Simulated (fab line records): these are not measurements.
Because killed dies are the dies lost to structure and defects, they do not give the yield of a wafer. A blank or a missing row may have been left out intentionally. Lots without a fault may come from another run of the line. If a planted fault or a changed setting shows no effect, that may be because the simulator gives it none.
The tool behind it: which one? ; flow sky130 ; 18 wafers from 6 lots sampled at 2 of the route's 708 steps

WHAT EACH GAUGE READ, for each wafer
SKY_POLY_CUT_CD_MEAS_08: target cd 270 nm.
lot;measured;on;cdNm (nm)
L611;day 23 17:48;cdSem-02;270.9 269.1 270.5
L613;day 24 17:27;cdSem-01;267.8 268.5 268.6
L623;day 28 13:34;cdSem-01;- - -
L625;day 29 06:50;cdSem-02;271.4 271.1 271.3
L629;day 32 08:20;cdSem-02;269.2 270.2 269.1
L630;day 32 12:54;cdSem-01;271.9 270.1 271.6

WHAT TOOL EACH LOT RAN ON (gives the tool, then ch and the chambers of the sampled wafers, and finally the start)
lot;SKY_POLY_CUT_EXPOSE_05
L611;krfScanner-02 ch 0, day 23 04:13
L613;krfScanner-01 ch 0, day 24 02:44
L623;krfScanner-02 ch 0, day 27 23:20
L625;krfScanner-01 ch 0, day 28 16:36
L629;krfScanner-02 ch 0, day 31 18:49
L630;krfScanner-02 ch 0, day 31 23:23
- SKY_POLY_CUT_EXPOSE_05: exposes mask NPCM, target cd 270 nm.

THE ANSWER, worked out from the rows above alone
Rule: usual is defined by the lots themselves. The widest of any qualifying gaps counts: lots, ordered by their means at a reading, are off when they make up no more than a third of the lots, leave a main group of 4 or more, and stand apart from it by 3 or more times the standard deviation of that group's means. If all means in a main group match to the digits the tables above print for the reading, that group is not used. A lot without any number at a reading at which 4 lots or more have one is off too. Where the step has rows for the other lots, those lots are counted as sound.
Off: L623 (SKY_POLY_CUT_CD_MEAS_08, cdNm). Without a number there: L623. The main group: mean 270.1 nm, standard deviation 1.1.
A tool fits if, at a process step before that reading, it ran every lot that is off, and no sound lot after the first of them. Those tools and the gauges at SKY_POLY_CUT_CD_MEAS_08 are tried in the same way. Of those tried, none fits.

WHAT HAD BEEN PUT IN BY THE SIMULATOR
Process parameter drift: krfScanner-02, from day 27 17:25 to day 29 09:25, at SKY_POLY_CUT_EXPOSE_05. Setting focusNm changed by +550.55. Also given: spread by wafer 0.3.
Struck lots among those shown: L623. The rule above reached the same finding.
